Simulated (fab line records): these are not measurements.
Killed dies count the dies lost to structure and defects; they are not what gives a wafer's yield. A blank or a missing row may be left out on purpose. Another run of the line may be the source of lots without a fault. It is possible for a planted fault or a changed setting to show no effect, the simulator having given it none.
fab line records	flow sky130	part 1 of 2: steps 1 to 27 of 40
record: lots: 5	wafers: 15	last-day: 50
route steps=708 shown VIA3@585 METAL4@598 CAP2M@603
lots that met no fault: from a run of the same line without faults
start-h: the number of hours between the record's first day and the start of the first shown wafer of the lot	wait-h: time in hours since the lot's previous step	" unchanged from the row above	L1.1+2: a row that stands for several wafers	- no value present, or no start provided	* or withheld: withheld	< > ~ a bound
route shown NAME@n: names a module that has steps shown in the file, with the first one's number in the route	usual: mean/standard deviation taken from wafers without a fault	same: alike in all rows	chamber/n: place in a boat	sites: per-site readings	_std_site: the standard deviation of these	_edge_site: the outer-site mean with the inner-site mean subtracted	radius-mm: for every site, how far away it sits from the centre of the wafer	mask NAME#n: copy n	behind: the last tool/chamber to shape the wafer	hold: the reason the lot was held/the length of the hold in hours/how it ended	device: which transistor (n, p or np) failed to switch	end of line: at the end of the route, the tests of the same wafers	a step with no rows: only its recipe	killed: dies lost to structure and defects at the first sort, not the wafer's yield	map: a wafer's dies, x killed, . not, _ none there
set.NAME: setting as actually run; set.NAME@STEP: the setting as run at that earlier step	model.NAME: the simulator's own value behind a step, which no gauge read
certain route steps with their lots: each step a table, each wafer a row
services: when a tool's chamber went out of use (start-h, in hours from the record's first day, below 0 if earlier), for how many hours, and the reason
== steps ==
step: SKY_VIA3_CD_MEAS_12
recipe: target-cd-nm: 200
usual: cd-nm: 200.3/1.3
lot.wafer	tool	chamber	start-h	wait-h	cd-nm
L075.1	cd-sem-01	-	927.46	-	198.7
L075.2	"	-	"	"	197.6
L075.6	"	-	"	"	198.5
L081.2	cd-sem-01	-	988.92	-	199.9
L081.5	"	-	"	"	199.5
L081.6	"	-	"	"	201.0
L086.3	cd-sem-01	-	1010.87	-	199.7
L086.4	"	-	"	"	199.3
L086.5	"	-	"	"	200.6
L093.1	cd-sem-02	-	1070.33	-	200.7
L093.5	"	-	"	"	201.8
L093.6	"	-	"	"	199.6
L096.2	cd-sem-02	-	1084.07	-	203.0
L096.4	"	-	"	"	202.8
L096.6	"	-	"	"	202.3
step: SKY_VIA3_OVL_MEAS_13
usual: VIA3_OVL: -3/5
lot.wafer	tool	chamber	start-h	wait-h	VIA3_OVL[nm]
L075.1	overlay-01	-	927.58	0.1	-6
L075.2	"	-	"	"	-9
L075.6	"	-	"	"	-4
L081.2	overlay-01	-	989.03	0.1	-5
L081.5	"	-	"	"	1
L081.6	"	-	"	"	-9
L086.3	overlay-01	-	1010.96	0.1	-6
L086.4	"	-	"	"	-5
L086.5	"	-	"	"	-1
L093.1	overlay-02	-	1070.45	0.1	-2
L093.5	"	-	"	"	-3
L093.6	"	-	"	"	-6
L096.2	overlay-02	-	1084.18	0.1	-12
L096.4	"	-	"	"	-5
L096.6	"	-	"	"	-10
step: SKY_VIA3_ETCH_14
recipe: chemistry: N2/H2	target: BARC	ion-energy-ev: 203.8	source-w: 500	bias-w: 100	pressure-mtorr: 30	n2-flow-sccm: 100	h2-flow-sccm: 200	stop-on: SiO2	time-s: 45.9	target-depth-a: 600
usual: drypump-motor-current-A: 5.4/0.31	oes-product-au: 0.856/0.0047	throttle-valve-pct: 13.225/0.0089
lot.wafer	tool	chamber	start-h	wait-h	drypump-motor-current-A	oes-product-au	rf-hours-counter-h	throttle-valve-pct
L075.1	rie-diel-02	2	927.62	0.0	5.3	0.860	2	13.236
L075.2	"	3	"	"	5.5	0.859	23	13.232
L075.6	"	0	"	"	5.5	0.857	-	13.226
L081.2	rie-diel-01	3	989.06	0.0	5.0	0.857	7	13.224
L081.5	"	2	"	"	5.9	0.855	-	13.231
L081.6	"	1	"	"	5.5	0.861	-	13.223
L086.3	rie-diel-04	2	1010.98	0.0	5.0	0.864	22	13.225
L086.4	"	1	"	"	5.4	0.858	19	13.243
L086.5	"	0	"	"	4.8	0.868	-	13.230
L093.1	rie-diel-02	2	1070.48	0.0	5.3	0.856	7	13.225
L093.5	"	2	"	"	5.2	0.847	-	13.220
L093.6	"	1	"	"	5.7	0.853	-	13.225
L096.2	rie-diel-04	0	1084.21	0.0	4.8	0.860	11	13.242
L096.4	"	2	"	"	5.0	0.855	25	13.225
L096.6	"	3	"	"	5.9	0.858	-	13.231
step: SKY_VIA3_ETCH_15
recipe: target: SiO2	chemistry: C4F8/O2/Ar	target-depth-nm: 507	stop-on: TiN	mask-material: KrF-thick	source-w: 1500	bias-w: 1200	pressure-mtorr: 40	c4f8-flow-sccm: withheld	O2_flow_sccm: 6	Ar_flow_sccm: 300	time-s: 78
usual: oes-product-au: 0.946/0.005
lot.wafer	tool	chamber	start-h	wait-h	oes-product-au	rf-hours-counter-h
L075.1	rie-diel-02	2	927.66	0.0	0.943	2
L075.2	"	3	"	"	0.946	23
L075.6	"	0	"	"	0.949	-
L081.2	rie-diel-01	3	989.10	0.0	0.944	7
L081.5	"	2	"	"	0.941	-
L081.6	"	1	"	"	0.942	-
L086.3	rie-diel-04	2	1011.02	0.0	0.946	22
L086.4	"	1	"	"	0.936	19
L086.5	"	0	"	"	0.951	-
L093.1	rie-diel-02	2	1070.52	0.0	0.937	7
L093.5	"	2	"	"	0.942	-
L093.6	"	1	"	"	0.946	-
L096.2	rie-diel-04	0	1084.25	0.0	0.957	11
L096.4	"	2	"	"	0.947	25
L096.6	"	3	"	"	0.938	-
step: SKY_VIA3_STRIP_16
recipe: chemistry: O2/N2	power-w: 1400	pressure-mtorr: 1500	platen-temp-c: withheld	o2-flow-sccm: 3000	n2-flow-sccm: 300	overash-fraction: 0.5
usual: drypump-motor-current-A: 5.56/0.28	o2-flow-sccm: 3000/9.4	oes-product-au: 0.402/0.0046	strip-time-to-endpoint-s: 4.129/0.021
lot.wafer	tool	chamber	start-h	wait-h	drypump-motor-current-A	o2-flow-sccm	oes-product-au	rf-hours-counter-h	strip-time-to-endpoint-s
L075.1	plasma-asher-01	0	927.72	0.0	5.46	3004	0.415	112	4.130
L075.2	"	1	"	"	5.90	2998	0.401	112	4.143
L075.6	"	1	"	"	5.86	2983	0.400	-	4.095
L081.2	plasma-asher-01	0	989.16	0.0	5.50	2987	0.405	118	4.126
L081.5	"	0	"	"	5.49	3001	0.400	-	4.114
L081.6	"	1	"	"	5.89	3015	0.402	-	4.136
L086.3	plasma-asher-03	0	1011.12	0.1	5.39	3001	0.397	-	4.134
L086.4	"	1	"	"	5.50	2997	0.390	-	4.124
L086.5	"	0	"	"	5.39	2992	0.406	-	4.147
L093.1	plasma-asher-01	0	1070.58	0.0	5.48	3006	0.402	0	4.136
L093.5	"	1	"	"	5.87	3006	0.404	-	4.144
L093.6	"	0	"	"	5.47	3015	0.411	-	4.160
L096.2	plasma-asher-03	0	1084.31	0.0	5.39	2993	0.404	96	4.080
L096.4	"	0	"	"	5.37	2982	0.395	-	4.100
L096.6	"	0	"	"	5.39	2999	0.400	-	4.101
step: SKY_VIA3_STRIP_17
recipe: chemistry: post-etch-residue-remover	time-s: 1200	temp-c: 72.5
lot.wafer	tool	chamber	start-h	wait-h
L075.1+2+6	wet-bench-03	2	927.82	0.1
L081.2+5+6	wet-bench-03	1	989.26	0.1
L086.3+4+5	wet-bench-01	3	1011.18	0.0
L093.1+5+6	wet-bench-01	3	1070.68	0.1
L096.2+4+6	wet-bench-03	1	1084.53	0.2
step: SKY_VIA3_CLEAN_18
recipe: chemistry: IPA	time-s: 180	temp-c: 25
lot.wafer	tool	chamber	start-h	wait-h
L075.1+2+6	wet-bench-01	0	928.16	0.0
L081.2+5+6	wet-bench-03	1	989.63	0.0
L086.3+4+5	wet-bench-03	0	1011.56	0.0
L093.1+5+6	wet-bench-02	2	1071.03	0.0
L096.2+4+6	wet-bench-02	1	1084.87	0.0
step: SKY_VIA3_CLEAN_19
recipe: chemistry: O3/DIW	dry: n2-spin
lot.wafer	tool	chamber	start-h	wait-h
L075.1+2+6	wet-bench-03	3	928.22	0.0
L081.2+5+6	wet-bench-03	1	989.69	0.0
L086.3+4+5	wet-bench-02	0	1011.61	0.0
L093.1+5+6	wet-bench-03	1	1071.08	0.0
L096.2+4+6	wet-bench-03	2	1084.93	0.0
step: SKY_VIA3_SPUTTER_20
recipe: material: TiN	target-thk-nm: 20	chamber-pressure-pa: 5	power-w: 4000	time-s: 80
usual: throttle-valve-pct: 29.6/0.88
lot.wafer	tool	chamber	start-h	wait-h	throttle-valve-pct
L075.1	pvd-sputter-01	-	928.31	0.0	29.4
L075.2	"	-	"	"	29.5
L075.6	"	-	"	"	29.5
L081.2	pvd-sputter-04	-	989.79	0.0	30.1
L081.5	"	-	"	"	30.1
L081.6	"	-	"	"	26.8
L086.3	pvd-sputter-02	-	1011.71	0.0	29.4
L086.4	"	-	"	"	30.2
L086.5	"	-	"	"	29.3
L093.1	pvd-sputter-01	-	1071.18	0.0	28.9
L093.5	"	-	"	"	30.6
L093.6	"	-	"	"	29.1
L096.2	pvd-sputter-01	-	1085.02	0.0	29.4
L096.4	"	-	"	"	30.8
L096.6	"	-	"	"	29.5
step: SKY_VIA3_CVD_21
recipe: material: W	target-thk-nm: 390	time-s: 117.31	temp-c: 400	pressure-torr: 40
usual: heater-power-w: 727/60
lot.wafer	tool	chamber	start-h	wait-h	heater-power-w
L075.1	cvd-w-02	0	928.37	0.0	679
L075.2	"	1	"	"	840
L075.6	"	0	"	"	673
L081.2	cvd-w-01	1	989.85	0.0	686
L081.5	"	0	"	"	732
L081.6	"	1	"	"	684
L086.3	cvd-w-02	0	1011.82	0.1	665
L086.4	"	1	"	"	856
L086.5	"	1	"	"	845
L093.1	cvd-w-02	1	1071.24	0.0	837
L093.5	"	1	"	"	839
L093.6	"	0	"	"	686
L096.2	cvd-w-01	0	1085.08	0.0	715
L096.4	"	0	"	"	709
L096.6	"	1	"	"	693
step: SKY_VIA3_RS_MEAS_22
recipe: thk-meas-gauge: four-point-probe	reads: W_of_VIA3_CVD_21+TiN_of_VIA3_SPUTTER_20
usual: VIA3_W_RS: 0.2944/0.0028
lot.wafer	tool	chamber	start-h	wait-h	VIA3_W_RS[ohm/sq]
L075.1	film-metro-02	-	928.50	0.1	0.2963
L075.2	"	-	"	"	0.2975
L075.6	"	-	"	"	0.2915
L081.2	film-metro-03	-	990.00	0.1	0.2942
L081.5	"	-	"	"	0.2947
L081.6	"	-	"	"	0.2969
L086.3	film-metro-02	-	1011.94	0.1	0.2912
L086.4	"	-	"	"	0.2953
L086.5	"	-	"	"	0.2958
L093.1	film-metro-02	-	1071.36	0.1	0.2918
L093.5	"	-	"	"	0.2946
L093.6	"	-	"	"	0.2909
L096.2	film-metro-03	-	1085.22	0.1	0.2944
L096.4	"	-	"	"	0.2889
L096.6	"	-	"	"	0.2936
step: SKY_VIA3_THK_MEAS_23
recipe: thk-meas-gauge: xrf	reads: W_of_VIA3_CVD_21
usual: VIA3_W_THK: 389/6.6
lot.wafer	tool	chamber	start-h	wait-h	VIA3_W_THK[nm]
L075.1	film-metro-02	-	928.62	0.1	379
L075.2	"	-	"	"	378
L075.6	"	-	"	"	385
L081.2	film-metro-03	-	990.11	0.1	393
L081.5	"	-	"	"	390
L081.6	"	-	"	"	386
L086.3	film-metro-02	-	1012.04	0.1	388
L086.4	"	-	"	"	384
L086.5	"	-	"	"	384
L093.1	film-metro-02	-	1071.48	0.1	387
L093.5	"	-	"	"	382
L093.6	"	-	"	"	388
L096.2	film-metro-03	-	1085.33	0.1	399
L096.4	"	-	"	"	409
L096.6	"	-	"	"	404
step: SKY_VIA3_CMP_24
recipe: stop-on: SiO2	t-overpolish-s: 20	down-force-psi: 3.5	platen-rpm: 60	target-thk-nm: 0	pad-velocity-m-s: 0.94248
usual: head-pressure-psi: 3.500/0.0081	motor-current-A: 10.7/0.72	overpolish-run-s: 20.001/0.0097	slurry-filter-dp-kPa: 13.51/0.14	time-to-endpoint-s: 94.0/3
lot.wafer	tool	chamber	start-h	wait-h	head-pressure-psi	motor-current-A	overpolish-run-s	slurry-filter-dp-kPa	time-to-endpoint-s
L075.1	cmp-02	2	928.73	0.1	3.498	11.2	20.010	13.64	94.3
L075.2	"	0	"	"	3.502	10.7	19.998	13.51	95.8
L075.6	"	2	"	"	3.498	11.1	19.993	13.65	96.9
L081.2	cmp-01	1	992.79	2.7	3.507	9.9	20.002	13.33	96.8
L081.5	"	1	"	"	3.490	10.3	19.993	13.65	100.8
L081.6	"	2	"	"	3.494	12.5	19.981	13.60	97.3
L086.4	cmp-02	0	1012.08	0.0	3.504	10.6	20.011	13.38	95.6
L086.3	"	3	"	"	3.491	10.4	20.005	13.55	95.5
L086.5	"	1	"	"	3.521	10.3	20.001	13.69	91.4
L093.1	cmp-02	2	1071.64	0.1	3.502	10.8	20.012	13.38	97.3
L093.5	"	0	"	"	3.492	10.4	19.991	13.53	96.5
L093.6	"	1	"	"	3.492	10.4	20.001	13.58	95.5
L096.2	cmp-02	2	1085.65	0.3	3.488	11.0	20.013	13.54	94.9
L096.4	"	1	"	"	3.497	9.5	19.997	13.57	90.8
L096.6	"	2	"	"	3.499	10.8	20.014	13.45	95.3
step: SKY_METAL4_SPUTTER_00
recipe: material: Ti	target-thk-nm: 15	power-w: 3088	time-s: 10	chamber-pressure-pa: 0.4
usual: throttle-valve-pct: 29.6/1.5
lot.wafer	tool	chamber	start-h	wait-h	throttle-valve-pct
L075.1	pvd-sputter-04	-	928.98	0.2	30.2
L075.2	"	-	"	"	30.8
L075.6	"	-	"	"	27.3
L081.2	pvd-sputter-03	-	993.09	0.2	27.9
L081.5	"	-	"	"	27.7
L081.6	"	-	"	"	30.2
L086.3	pvd-sputter-04	-	1012.38	0.1	27.3
L086.4	"	-	"	"	27.3
L086.5	"	-	"	"	30.3
L093.1	pvd-sputter-03	-	1071.84	0.1	29.2
L093.5	"	-	"	"	32.1
L093.6	"	-	"	"	27.8
L096.2	pvd-sputter-03	-	1085.95	0.2	32.1
L096.4	"	-	"	"	30.2
L096.6	"	-	"	"	27.8
step: SKY_METAL4_SPUTTER_01
recipe: material: TiN	target-thk-nm: 20	power-w: 6500	time-s: 16.7	chamber-pressure-pa: 0.4
usual: throttle-valve-pct: 29.6/1.4
lot.wafer	tool	chamber	start-h	wait-h	throttle-valve-pct
L075.1	pvd-sputter-04	-	929.00	0.0	30.0
L075.2	"	-	"	"	30.6
L075.6	"	-	"	"	27.0
L081.2	pvd-sputter-03	-	993.12	0.0	27.9
L081.5	"	-	"	"	28.1
L081.6	"	-	"	"	30.1
L086.3	pvd-sputter-04	-	1012.40	0.0	27.3
L086.4	"	-	"	"	27.0
L086.5	"	-	"	"	30.2
L093.1	pvd-sputter-03	-	1071.86	0.0	29.5
L093.5	"	-	"	"	31.9
L093.6	"	-	"	"	28.0
L096.2	pvd-sputter-03	-	1085.97	0.0	31.9
L096.4	"	-	"	"	30.0
L096.6	"	-	"	"	27.7
step: SKY_METAL4_SPUTTER_02
recipe: material: AlCu	target-thk-nm: 735	power-w: 10600	time-s: 39.1	chamber-pressure-pa: 0.4
usual: throttle-valve-pct: 29.7/1.5
lot.wafer	tool	chamber	start-h	wait-h	throttle-valve-pct
L075.1	pvd-sputter-04	-	929.02	0.0	29.9
L075.2	"	-	"	"	30.6
L075.6	"	-	"	"	27.2
L081.2	pvd-sputter-03	-	993.14	0.0	27.9
L081.5	"	-	"	"	28.0
L081.6	"	-	"	"	30.0
L086.3	pvd-sputter-04	-	1012.43	0.0	27.1
L086.4	"	-	"	"	27.0
L086.5	"	-	"	"	30.0
L093.1	pvd-sputter-03	-	1071.89	0.0	29.3
L093.5	"	-	"	"	31.7
L093.6	"	-	"	"	27.7
L096.2	pvd-sputter-03	-	1086.00	0.0	31.9
L096.4	"	-	"	"	30.2
L096.6	"	-	"	"	27.7
step: SKY_METAL4_SPUTTER_03
recipe: material: Ti	target-thk-nm: 5	power-w: 3000	time-s: 3.3	chamber-pressure-pa: 0.4
usual: throttle-valve-pct: 29.6/1.4
lot.wafer	tool	chamber	start-h	wait-h	throttle-valve-pct
L075.1	pvd-sputter-04	-	929.06	0.0	29.8
L075.2	"	-	"	"	30.8
L075.6	"	-	"	"	27.1
L081.2	pvd-sputter-03	-	993.18	0.0	27.9
L081.5	"	-	"	"	27.9
L081.6	"	-	"	"	30.0
L086.3	pvd-sputter-04	-	1012.46	0.0	27.4
L086.4	"	-	"	"	27.1
L086.5	"	-	"	"	30.0
L093.1	pvd-sputter-03	-	1071.93	0.0	29.5
L093.5	"	-	"	"	31.8
L093.6	"	-	"	"	27.8
L096.2	pvd-sputter-03	-	1086.04	0.0	31.7
L096.4	"	-	"	"	30.2
L096.6	"	-	"	"	27.6
step: SKY_METAL4_SPUTTER_04
recipe: material: TiN	target-thk-nm: 70	power-w: 6500	time-s: 58.3	chamber-pressure-pa: 0.4
usual: throttle-valve-pct: 29.7/1.4
lot.wafer	tool	chamber	start-h	wait-h	throttle-valve-pct
L075.1	pvd-sputter-04	-	929.08	0.0	29.8
L075.2	"	-	"	"	30.6
L075.6	"	-	"	"	27.0
L081.2	pvd-sputter-03	-	993.20	0.0	28.0
L081.5	"	-	"	"	28.0
L081.6	"	-	"	"	30.1
L086.3	pvd-sputter-04	-	1012.48	0.0	27.2
L086.4	"	-	"	"	27.1
L086.5	"	-	"	"	30.0
L093.1	pvd-sputter-03	-	1071.94	0.0	29.5
L093.5	"	-	"	"	32.0
L093.6	"	-	"	"	27.9
L096.2	pvd-sputter-03	-	1086.06	0.0	31.8
L096.4	"	-	"	"	30.1
L096.6	"	-	"	"	27.8
step: SKY_CAP2M_CVD_00
recipe: material: SiO2	target-thk-nm: 15.5	temp-c: 400	time-s: withheld	rf-w: 450
usual: heater-power-w: 679/95
lot.wafer	tool	chamber	start-h	wait-h	heater-power-w
L075.1	pecvd-04	2	929.13	0.0	748
L075.2	"	1	"	"	639
L075.6	"	0	"	"	731
L081.2	pecvd-04	0	993.25	0.0	640
L081.5	"	2	"	"	762
L081.6	"	0	"	"	646
L086.3	pecvd-04	1	1012.53	0.0	624
L086.4	"	2	"	"	719
L086.5	"	0	"	"	616
L093.1	pecvd-01	1	1071.99	0.0	653
L093.5	"	1	"	"	659
L093.6	"	0	"	"	606
L096.2	pecvd-03	1	1086.10	0.0	497
L096.4	"	1	"	"	492
L096.6	"	2	"	"	829
step: SKY_CAP2M_THK_MEAS_01
recipe: reads: SiO2_of_CAP2M_CVD_00
usual: CAP2M_CVD_00_THK: 15.51/0.23
lot.wafer	tool	chamber	start-h	wait-h	CAP2M_CVD_00_THK[nm]
L075.1	film-metro-01	-	929.15	-	15.35
L075.2	"	-	"	"	15.26
L075.6	"	-	"	"	15.44
L081.2	film-metro-02	-	993.28	-	15.24
L081.5	"	-	"	"	15.57
L081.6	"	-	"	"	15.27
L086.3	film-metro-02	-	1012.57	-	15.35
L086.4	"	-	"	"	15.67
L086.5	"	-	"	"	15.33
L093.1	film-metro-01	-	1072.02	-	15.68
L093.5	"	-	"	"	15.91
L093.6	"	-	"	"	15.50
L096.2	film-metro-04	-	1086.14	-	15.36
L096.4	"	-	"	"	15.91
L096.6	"	-	"	"	15.68
step: SKY_CAP2M_SPUTTER_02
recipe: material: TiN	target-thk-nm: 200	temp-c: 300	power-w: 6500	time-s: 166.7	chamber-pressure-pa: 0.4
usual: throttle-valve-pct: 29.7/1.2
lot.wafer	tool	chamber	start-h	wait-h	throttle-valve-pct
L075.1	pvd-sputter-01	-	929.21	0.1	29.5
L075.2	"	-	"	"	29.3
L075.6	"	-	"	"	29.3
L081.2	pvd-sputter-04	-	993.33	0.0	30.8
L081.5	"	-	"	"	30.0
L081.6	"	-	"	"	30.0
L086.3	pvd-sputter-01	-	1012.61	0.0	30.5
L086.4	"	-	"	"	29.4
L086.5	"	-	"	"	30.8
L093.1	pvd-sputter-01	-	1072.08	0.1	30.8
L093.5	"	-	"	"	29.8
L093.6	"	-	"	"	29.5
L096.2	pvd-sputter-04	-	1086.19	0.0	27.0
L096.4	"	-	"	"	30.6
L096.6	"	-	"	"	29.9
step: SKY_CAP2M_RS_MEAS_03
recipe: thk-meas-gauge: four-point-probe	reads: TiN_of_CAP2M_SPUTTER_02
usual: CAP2M_TIN_RS: 6.93/0.068
lot.wafer	tool	chamber	start-h	wait-h	CAP2M_TIN_RS[ohm/sq]
L075.1	film-metro-04	-	929.32	0.1	6.88
L075.2	"	-	"	"	6.89
L075.6	"	-	"	"	6.89
L081.2	film-metro-04	-	993.46	0.1	6.89
L081.5	"	-	"	"	6.88
L081.6	"	-	"	"	6.89
L086.3	film-metro-01	-	1012.76	0.1	6.83
L086.4	"	-	"	"	6.92
L086.5	"	-	"	"	6.84
L093.1	film-metro-02	-	1072.18	0.1	6.97
L093.5	"	-	"	"	7.07
L093.6	"	-	"	"	7.05
L096.2	film-metro-02	-	1086.32	0.1	6.92
L096.4	"	-	"	"	6.94
L096.6	"	-	"	"	6.88
step: SKY_CAP2M_THK_MEAS_04
recipe: thk-meas-gauge: xrf	reads: TiN_of_CAP2M_SPUTTER_02
usual: CAP2M_TIN_THK: 193.3/2.2
lot.wafer	tool	chamber	start-h	wait-h	CAP2M_TIN_THK[nm]
L075.1	film-metro-04	-	929.44	0.1	193.5
L075.2	"	-	"	"	193.7
L075.6	"	-	"	"	193.3
L081.2	film-metro-04	-	993.57	0.1	193.4
L081.5	"	-	"	"	193.6
L081.6	"	-	"	"	193.4
L086.3	film-metro-01	-	1012.86	0.1	197.1
L086.4	"	-	"	"	194.9
L086.5	"	-	"	"	197.7
L093.1	film-metro-02	-	1072.30	0.1	192.8
L093.5	"	-	"	"	190.8
L093.6	"	-	"	"	190.5
L096.2	film-metro-02	-	1086.43	0.1	193.8
L096.4	"	-	"	"	193.5
L096.6	"	-	"	"	194.8
step: SKY_CAP2M_DEHYDRATE_05
recipe: temp-c: 200	time-s: 60
lot.wafer	tool	chamber	start-h	wait-h
L075.1+2+6	litho-track-03	0	939.96	10.5
L081.2+5+6	litho-track-03	0	1003.54	10.0
L086.3+4+5	litho-track-01	0	1022.66	9.8
L093.1+5+6	litho-track-01	0	1082.16	9.8
L096.2+4+6	litho-track-01	0	1095.79	9.4
step: SKY_CAP2M_HMDS_06
recipe: prime-time-s: 60	prime-temp-c: 120
lot.wafer	tool	chamber	start-h	wait-h
L075.1+2+6	litho-track-03	0	940.11	0.1
L081.2+5+6	litho-track-03	0	1003.69	0.1
L086.3+4+5	litho-track-01	0	1022.81	0.1
L093.1+5+6	litho-track-01	0	1082.31	0.1
L096.2+4+6	litho-track-01	0	1095.94	0.1
step: SKY_CAP2M_COAT_07
recipe: resist: NOVOLAK	spin-rpm: 3000	resist-thk-nm: 1140
lot.wafer	tool	chamber	start-h	wait-h
L075.1+2+6	litho-track-03	0	940.26	0.1
L081.2+5+6	litho-track-03	0	1003.84	0.1
L086.3+4+5	litho-track-01	0	1022.96	0.1
L093.1+5+6	litho-track-01	0	1082.46	0.1
L096.2+4+6	litho-track-01	0	1096.09	0.1
step: SKY_CAP2M_SOFTBAKE_08
recipe: temp-c: 90	time-s: 60	resist: NOVOLAK
lot.wafer	tool	chamber	start-h	wait-h
L075.1+2+6	litho-track-03	0	940.41	0.1
L081.2+5+6	litho-track-03	0	1003.99	0.1
L086.3+4+5	litho-track-01	0	1023.11	0.1
L093.1+5+6	litho-track-01	0	1082.61	0.1
L096.2+4+6	litho-track-01	0	1096.24	0.1
